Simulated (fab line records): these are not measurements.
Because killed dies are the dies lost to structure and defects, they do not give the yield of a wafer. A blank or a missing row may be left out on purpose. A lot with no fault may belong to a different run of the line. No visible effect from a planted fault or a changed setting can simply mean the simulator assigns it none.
Which tool did it? -- flow gf180mcu -- Sampling: 12 lots, 36 wafers, 5 of 602 route steps

== WHAT THE GAUGES SHOWED, per wafer ==
GF_V4_RS_MEAS_24: uses a four-point probe to measure. Usual: V4_W_RS gives 0.330 ohm/sq (standard deviation 0.0038).
lot,measured,on,V4_W_RS (ohm/sq),flag
L531,day 24 17:07,filmMetro-03,0.336 0.335 0.335,
L532,day 24 18:46,filmMetro-03,0.325 0.326 0.328,
L533,day 25 14:42,filmMetro-01,0.325 0.329 0.332,
L534,day 25 15:31,filmMetro-03,0.330 0.332 0.331,
L536,day 26 03:02,filmMetro-02,0.333 0.337 0.329,
L540,day 27 15:01,filmMetro-01,0.328 0.328 0.327,
L541,day 27 18:45,filmMetro-01,0.330 0.332 0.327,
L542,day 28 10:14,filmMetro-03,0.324 0.324 0.325,
L547,day 29 13:10,filmMetro-01,0.324 0.321 0.324,
L550,day 30 07:36,filmMetro-03,0.327 0.331 0.333,
L553,day 31 02:01,filmMetro-02,0.332 0.331 0.334,
L554,day 31 19:50,filmMetro-01,0.336 0.337 0.335,

GF_M5_OVL_MEAS_08. Usual: M5_OVL gives -2 nm (standard deviation 6.1).
lot,measured,on,M5_OVL (nm),flag
L531,day 26 12:38,overlay-01,13 12 4,
L532,day 26 14:23,overlay-01,-2 2 3,
L533,day 27 09:53,overlay-02,-6 0 -9,
L534,day 27 10:32,overlay-01,-3 -4 -7,
L536,day 27 20:31,overlay-02,-6 -4 -4,
L540,day 29 07:35,overlay-02,-7 -1 0,
L541,day 29 11:20,overlay-02,0 3 -1,
L542,day 30 01:26,overlay-01,-2 -9 -1,
L547,day 31 02:39,overlay-01,-12 -9 -3,
L550,day 31 21:40,overlay-01,-3 -5 -8,
L553,day 32 12:33,overlay-01,-4 -2 3,
L554,day 33 06:23,overlay-02,3 4 7,

GF_PASSIVATION_THK_MEAS_01. Usual: PASSIVATION_CVD_00_THK gives 999 nm (standard deviation 14).
lot,measured,on,PASSIVATION_CVD_00_THK (nm),flag
L531,day 28 09:50,filmMetro-02,1002 982 997,
L532,day 28 11:22,filmMetro-02,991 1003 1003,
L533,day 29 03:52,filmMetro-03,984 1003 994,
L534,day 29 04:44,filmMetro-01,1016 1022 1002,
L536,day 29 16:17,filmMetro-03,988 1006 1020,
L540,day 31 00:10,filmMetro-03,992 995 1005,
L541,day 31 05:37,filmMetro-02,996 982 1012,
L542,day 31 16:54,filmMetro-03,982 999 987,
L547,day 32 17:12,filmMetro-03,995 988 980,
L550,day 33 11:23,filmMetro-02,1401 995 1422 1399 995 1423,OFF
L553,day 33 23:21,filmMetro-02,986 1403 1403 986 1404 1403,OFF
L554,day 34 16:38,filmMetro-01,988 977 1002,

== TOOL THAT RAN EACH LOT (tool first, then ch and the chambers of the sampled wafers, then the start) ==
lot,GF_MIM_SPUTTER_02,GF_PASSIVATION_CVD_00
L531,"pvdSputter-01, day 24 17:44","pecvd-03 ch 1,2, day 28 09:46"
L532,"pvdSputter-02, day 24 19:22","pecvd-03 ch 0,1, day 28 11:17"
L533,"pvdSputter-02, day 25 15:19","pecvd-01 ch 0,2, day 29 03:47"
L534,"pvdSputter-02, day 25 16:06","pecvd-01 ch 0,2, day 29 04:39"
L536,"pvdSputter-02, day 26 03:37","pecvd-02 ch 0,1,2, day 29 16:11"
L540,"pvdSputter-04, day 27 15:36","pecvd-01 ch 0,1, day 31 00:04"
L541,"pvdSputter-02, day 27 19:22","pecvd-01 ch 1,2, day 31 05:32"
L542,"pvdSputter-04, day 28 10:51","pecvd-01 ch 0,1, day 31 16:49"
L547,"pvdSputter-02, day 29 13:46","pecvd-01 ch 0,1,2, day 32 17:07"
L550,"pvdSputter-01, day 30 08:43","pecvd-01 ch 0,1,2, day 33 11:18"
L553,"pvdSputter-01, day 31 02:35","pecvd-01 ch 0,1,2, day 33 23:15"
L554,"pvdSputter-01, day 31 21:53","pecvd-03 ch 0,1, day 34 16:34"
- GF_MIM_SPUTTER_02: material AlCu, target thk 450 nm, time 23.9 s.
- GF_PASSIVATION_CVD_00: deposits SiO2 from TEOS, target thk 1000 nm, time 111.95 s.

== WHAT THE TOOLS THEMSELVES READ (means of the sampled wafers that have a number; where no wafer has one, the mark that the record gives instead) ==
GF_MIM_SPUTTER_02. Usual: 30.0 % for throttleValvePct, sd 0.83.
lot,tool,throttleValvePct (%),flag
L531,pvdSputter-01,30.0,
L532,pvdSputter-02,29.2,
L533,pvdSputter-02,29.8,
L534,pvdSputter-02,30.3,
L536,pvdSputter-02,29.8,
L540,pvdSputter-04,31.1,
L541,pvdSputter-02,30.6,
L542,pvdSputter-04,30.2,
L547,pvdSputter-02,29.8,
L550,pvdSputter-01,30.1,
L553,pvdSputter-01,30.0,
L554,pvdSputter-01,29.8,

GF_PASSIVATION_CVD_00. Usual: 662 W for heaterPowerW, sd 110.
lot,tool,heaterPowerW (W),flag
L531,pecvd-03,749,
L532,pecvd-03,600,
L533,pecvd-01,710,
L534,pecvd-01,705,
L536,pecvd-02,653,
L540,pecvd-01,611,
L541,pecvd-01,534,
L542,pecvd-01,614,
L547,pecvd-01,650,
L550,pecvd-01,618,
L553,pecvd-01,620,
L554,pecvd-03,599,

== THE ANSWER, worked out from the rows above alone ==
Rule: lot off if the mean of its wafers having a number is beyond 3 standard deviations from the usual mean. Also off: a lot with no number at a reading for which 4 or more lots have one. The other lots that the step has rows for count as sound. The gauges are gone through in route order, then the tools' own readings, and for those a lot's mean is taken as printed above. The first step at which some lot is off is used, and at that step the reading that is off furthest; a lot without a number counts as furthest.
Off: L550, L553, at GF_PASSIVATION_THK_MEAS_01 (PASSIVATION_CVD_00_THK).
If a tool, at a process step before that reading, ran all the lots that are off and no sound lot after the first of them, it fits. Those tools and the gauges at GF_PASSIVATION_THK_MEAS_01 are tried in the same way. This does not decide it: 2 tools fit, namely pecvd-01 at GF_PASSIVATION_CVD_00 and filmMetro-02 at GF_PASSIVATION_THK_MEAS_01.

== WHAT HAD BEEN PUT IN BY THE SIMULATOR ==
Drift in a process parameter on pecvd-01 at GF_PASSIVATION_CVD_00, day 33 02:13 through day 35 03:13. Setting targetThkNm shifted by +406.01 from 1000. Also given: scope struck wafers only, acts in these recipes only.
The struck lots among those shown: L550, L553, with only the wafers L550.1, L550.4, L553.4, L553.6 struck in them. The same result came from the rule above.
